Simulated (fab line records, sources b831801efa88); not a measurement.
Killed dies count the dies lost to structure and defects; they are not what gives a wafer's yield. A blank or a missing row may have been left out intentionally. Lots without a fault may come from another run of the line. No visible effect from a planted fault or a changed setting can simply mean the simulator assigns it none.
Struck lot and sound lot, side by side / flow sky130 / 36 steps out of a route of 708
Sound: these wafers, L986.2, L986.3, L986.4. Wafers struck: L103.2, L103.4, L103.6. The cause is named last.
Per side, at each step with rows, come the tool, then ch with its chambers, and then its first start. Under that, the readings that differ: sound wafers / struck wafers / difference of the means / sigmas: that difference in standard deviations of wafers without a fault.
alike: same words and numbers on both sides, and readings whose means sit less than 2 such deviations apart. not compared: any withheld reading, any reading some wafer has no value for, any bound like >300 that may hide the same value, and any number with overlapping values for which the record gives no deviation.
A row with sigmas, a row that says differs or no value, or rows on one side alone: a step with any of these is where the two part. When numbers do not overlap yet have no deviation, they are printed without sigmas and do not part them. A reading that every wafer of one side lacks parts them only if that side has two wafers or more.

first, 10 steps without rows for these wafers: SKY_GATE_OXIDE_COAT_05 (resist thk 1140 nm); SKY_GATE_OXIDE_SOFTBAKE_06 (time 60 s); SKY_GATE_OXIDE_EXPOSE_07 (exposes mask LVOM, target cd 600 nm); SKY_GATE_OXIDE_PEB_08; SKY_GATE_OXIDE_DEVELOP_09 (develop time 60 s); SKY_GATE_OXIDE_IMPLANT_11; SKY_GATE_OXIDE_WET_ETCH_12 (etches SiO2 in dHF, target depth 16.8 nm, time 336 s); SKY_GATE_OXIDE_STRIP_13 (strips in O2/N2); SKY_GATE_OXIDE_CLEAN_15 (cleans in SC1/SC2, time 150 s); SKY_GATE_OXIDE_OXIDATION_16 (stabilise 600 s, purge 300 s, target thk 3.57 nm).
SKY_POLY_GATE_CVD_00: deposits poly-Si, target thk 180 nm, time 720 s.
  sound on lpcvd-01 ch 1, day 14 03:18; struck on lpcvd-01 ch 0, day 20 08:27
reading=spike_tc_bottom_C (C); sound=644.2 644.6 644.3; struck=637.3 637.9 639.1; difference=-6.3; sigmas=-5
reading=spike_tc_centre_C (C); sound=620.5 621.8 620.9; struck=616.1 615.0 614.3; difference=-5.9; sigmas=-6
reading=spike_tc_lower_C (C); sound=620.6 617.4 619.8; struck=613.6 613.2 612.4; difference=-6.2; sigmas=-4
reading=spike_tc_upper_C (C); sound=617.0 619.4 618.1; struck=615.7 614.7 616.2; difference=-2.6; sigmas=-2
reading=susceptor_temp_C (C); sound=620.05 619.54 620.21; struck=614.55 614.89 614.57; difference=-5.26; sigmas=-19
reading=zone_power_top_pct (%); sound=22.0 22.2 21.7; struck=15.8 15.8 15.8; difference=-6.2; sigmas=-2
reading=model.poly-Si_of_POLY_GATE_CVD_00.thk_nm (nm); sound=179.4 177.6 179.8; struck=159.4 160.1 161.1; difference=-18.7; sigmas=
SKY_POLY_GATE_THK_MEAS_01:
  struck on film_metro-03, day 20 09:40; sound on film_metro-02, day 14 04:31
reading=POLY_GATE_CVD_00_THK (nm); sound=179.4 177.7 179.9; struck=159.3 160.1 161.3; difference=-18.8; sigmas=-10
then, 9 steps without rows for these wafers: SKY_RES_PROTECT_DEHYDRATE_00 (time 60 s); SKY_RES_PROTECT_HMDS_01 (prime time 60 s); SKY_RES_PROTECT_COAT_02 (resist thk 1140 nm); SKY_RES_PROTECT_SOFTBAKE_03 (time 60 s); SKY_RES_PROTECT_EXPOSE_04 (exposes mask RPM, target cd 1270 nm); SKY_RES_PROTECT_PEB_05; SKY_RES_PROTECT_DEVELOP_06 (develop time 60 s); SKY_POLY_GATE_IMPLANT_02; SKY_RES_PROTECT_STRIP_07 (strips in O2/N2).
SKY_RES_PROTECT_CLEAN_09: cleans in SC1/SC2, time 150 s.
  sound on wet_bench-01 ch 0, day 15 07:41; struck on wet_bench-01 ch 2, day 21 16:37
reading=temp_c (C); sound=70.44 70.36 70.31; struck=69.87 69.96 69.85; difference=-0.48; sigmas=-4
reading=model.poly-Si_of_POLY_GATE_CVD_00.thk_nm (nm); sound=178.8 177 179.2; struck=158.8 159.5 160.5; difference=-18.7; sigmas=
then, 11 steps without rows for these wafers: SKY_POLY_GATE_CVD_03 (deposits Si3N4 from DCS/NH3, target thk 75 nm, time 1290 s); SKY_POLY_GATE_DEHYDRATE_05 (time 60 s); SKY_POLY_GATE_HMDS_06 (prime time 60 s); SKY_POLY_GATE_COAT_07 (resist thk 110 nm); SKY_POLY_GATE_COAT_08 (resist thk 450 nm); SKY_POLY_GATE_SOFTBAKE_09 (time 90 s); SKY_POLY_GATE_EXPOSE_10 (exposes mask P1M, target cd 150 nm); SKY_POLY_GATE_PEB_11; SKY_POLY_GATE_DEVELOP_12 (develop time 60 s); SKY_POLY_GATE_ETCH_15 (etches BARC in N2/H2, stops on SiO2, time 118.5 s, target depth 110 nm); SKY_POLY_GATE_ETCH_16 (etches Si3N4 in CH3F/O2, stops on poly-Si, time 147.5 s, target depth 75 nm).
SKY_POLY_GATE_ETCH_17: etches poly-Si in HBr/Cl2, stops on SiO2, target depth 180 nm, time 70.5 s.
  sound on rie_si-01 ch 0,2,3, day 16 16:57; struck on rie_si-02 ch 0,1, day 23 01:13
reading=oes_product_au (a.u.); sound=0.987 0.993 0.983; struck=0.910 0.916 0.927; difference=-0.070; sigmas=-8
reading=model.etch.depth_nm (nm); sound=178.3 177 179.2; struck=158.8 159.5 160.5; difference=-18.6; sigmas=
reading=model.POLY_GATE.feature_depth_nm (nm); sound=178.3 177 179.2; struck=158.8 159.5 160.5; difference=-18.6; sigmas=
  alike: drypump_motor_current_A, throttle_valve_pct
  not compared: rf_hours_counter_h
then, 1 step without rows for these wafers: SKY_POLY_GATE_STRIP_18 (strips in O2/N2).
-- the record jumps here: 27 days lie between the struck wafers' starts before and after (it left off in module POLY_GATE and takes up again in module PAD_OPEN, whose first step shown is number 708 of the route) --
SKY_PAD_OPEN_PROBE_99:
  struck on prober-01, day 50 00:22; sound on prober-02, day 46 06:15
reading=model.etest.res_high_po.line_ohm_um; sound=746.4 769.3 778.4; struck=824.9 862 835.4; difference=+76.1; sigmas=
reading=model.etest.res_poly.line_ohm_um; sound=502.1 503.6 510.4; struck=576.1 612.4 557.5; difference=+76.6; sigmas=
reading=model.etest.res_high_po.rs_ohm_sq; sound=263.2 267.1 272.9; struck=289.2 295.9 293.4; difference=+25.1; sigmas=
reading=model.etest.res_poly.rs_ohm_sq; sound=47.74 48.88 48.7; struck=52.68 53.3 53.49; difference=+4.72; sigmas=
reading=model.etest.cap_li_to_poly.c_af_um2; sound=99.28 100.3 96.5; struck=93.43 92.21 93.43; difference=-5.67; sigmas=
  alike: killed_at_M0_to_M3, killed_at_M4_up, killed_at_contacts, killed_at_front_end, killed_at_other, killed_dies, killed_open, killed_short

WHERE THEY PART
At SKY_POLY_GATE_CVD_00 first; at SKY_POLY_GATE_ETCH_17 last (within this record only). Later steps at which nothing parts them and some readings are alike: SKY_PAD_OPEN_PROBE_99.

WHY: what the simulator had put in
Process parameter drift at SKY_POLY_GATE_CVD_00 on lpcvd-01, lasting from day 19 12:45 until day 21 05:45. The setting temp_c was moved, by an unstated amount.
